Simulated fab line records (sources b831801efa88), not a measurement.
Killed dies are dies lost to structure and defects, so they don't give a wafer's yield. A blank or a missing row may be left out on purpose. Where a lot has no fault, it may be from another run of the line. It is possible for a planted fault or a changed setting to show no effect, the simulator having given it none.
One fault seen from 2 desks | flow gf180mcu | every desk sees just its own numbers, and what lay behind them comes last

## THE TOOL OWNER'S DESK: pvdSputter-01
The tool's own readings at GF_M1_SPUTTER_02 (material AlCu, target thk 450 nm, time 23.9 s): means of the sampled wafers that have a number, for each lot that ran on this tool. A lot is out of limits, marked OUT, if its mean lies more than 4 standard deviations from the usual mean; the brackets give that distance.
Columns: A = chamberPressurePa at GF_M1_SPUTTER_02, usual 0.3999 Pa; B = throttleValvePct at GF_M1_SPUTTER_02, usual 29.6 %
lot  | first seen here | A      | B
L457 | day 22 13:26    | 0.3994 | 29.7
L458 | day 23 01:39    | 0.3990 | 29.8
Finding of this desk: none of the 2 lots has anything out of limits.

## FROM THE METROLOGY DESK
Means of the sampled wafers that have a number, per lot and without regard to the tool the lot ran on: this is what the gauges read. A lot is out of limits, marked OUT, if its mean lies more than 4 standard deviations from the usual mean; the brackets give that distance.
Columns: A = M1_ALCU_RS at GF_M1_RS_MEAS_05, usual 0.0694 ohm/sq; B = M1_ALCU_THK at GF_M1_THK_MEAS_06, usual 458 nm
lot  | first seen here | A                | B
L439 | day 16 02:05    | 0.0690           | 460
L442 | day 16 23:46    | 0.0685           | 464
L444 | day 17 23:13    | 0.0688           | 462
L446 | day 18 23:29    | 0.0687           | 460
L452 | day 21 02:03    | 0.0699           | 459
L456 | day 22 05:53    | 0.0691           | 460
L457 | day 22 13:35    | 0.1058 (+42) OUT | 299 (-23) OUT
L458 | day 23 01:44    | 0.1021 (+38) OUT | 311 (-22) OUT
L459 | day 23 06:09    | 0.0698           | 459
L460 | day 23 12:01    | 0.0691           | 457
L462 | day 24 08:35    | 0.0693           | 458
This desk's finding: out of limits on L457, L458; first on L457, day 22 13:35 (M1_ALCU_RS at GF_M1_RS_MEAS_05). Within limits: L439, L442, L444, L446, L452, L456, L459, L460, L462.

## BROUGHT TOGETHER
On L457, L458, the metrology desk was in a position to raise an alarm at day 22 13:35.
The desk of the tool owner found nothing out of limits.
Tool owner's desk: L457, L458 on record, inside its limits.
All the named lots went through GF_M1_SPUTTER_02 on pvdSputter-01.

## WHAT THE SIMULATOR HAD PUT IN
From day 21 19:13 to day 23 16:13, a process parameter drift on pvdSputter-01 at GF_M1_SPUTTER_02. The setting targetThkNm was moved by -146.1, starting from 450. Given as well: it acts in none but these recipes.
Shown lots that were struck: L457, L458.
Per desk, hours elapsed from the start of the fault to the first reading out of limits: for the metrology desk, 18.
